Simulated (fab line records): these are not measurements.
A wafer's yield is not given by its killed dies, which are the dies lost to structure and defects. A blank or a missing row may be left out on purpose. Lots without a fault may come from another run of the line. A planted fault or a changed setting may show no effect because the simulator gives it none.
Matching of chambers | flow sky130 | 4 sister chambers for SKY_VIA1_CMP_24 on cmp-02
The step polishes, stops on SiO2, t overpolish 15 s, target thk 0 nm. 4 wafers are shown with their chamber, then 12 later ones without.

== WAFERS PAIRED WITH THEIR CHAMBERS ==
wafer  | chamber | motor current A (A)
L085.6 | 3       | 11.5
L084.5 | 0       | 11.8
L088.5 | 1       | 11.2
L088.6 | 2       | 11.4

== WAFERS WITHOUT THEIR CHAMBER ==
wafer  | motor current A (A)
L089.3 | 11.8
L089.5 | 11.7
L089.6 | 11.4
L092.1 | 12.0
L092.3 | 10.7
L092.4 | 11.8
L094.3 | 10.4
L094.4 | 11.7
L094.6 | 12.2
L097.1 | 11.6
L097.4 | 11.4
L097.5 | 11.2

== EACH ONE'S CHAMBER ==
wafer  | from the rows above               | in truth
L089.3 | can't be placed: 0 or 3 or 2 or 1 | 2
L089.5 | can't be placed: 0 or 3 or 2 or 1 | 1
L089.6 | can't be placed: 2 or 3 or 1 or 0 | 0
L092.1 | can't be placed: 0 or 3 or 2 or 1 | 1
L092.3 | can't be placed: 1 or 2 or 3 or 0 | 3
L092.4 | can't be placed: 0 or 3 or 2 or 1 | 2
L094.3 | can't be placed: 1 or 2 or 3 or 0 | 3
L094.4 | can't be placed: 0 or 3 or 2 or 1 | 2
L094.6 | can't be placed: 0 or 3 or 2 or 1 | 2
L097.1 | can't be placed: 3 or 2 or 0 or 1 | 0
L097.4 | can't be placed: 2 or 3 or 1 or 0 | 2
L097.5 | can't be placed: 1 or 2 or 3 or 0 | 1
0 of 12 placed correctly. Can't be placed from these rows: 12 (the true chamber is among the candidates in 12). 0 placed wrongly.
How it was worked out, from the rows above alone: a wafer's distance from a chamber is the root of the sum, over the readings, of the square of ((its reading less the chamber's mean) divided by the reading's scatter). If the next closest chamber is less than 2 further off than the closest, the wafer can't be placed; otherwise it belongs to the closest. A chamber's mean is the mean of its shown wafers. The scatter (one wafer shown for each chamber): square how far every hidden wafer sits from the nearest shown wafer, average those squares and take the square root.
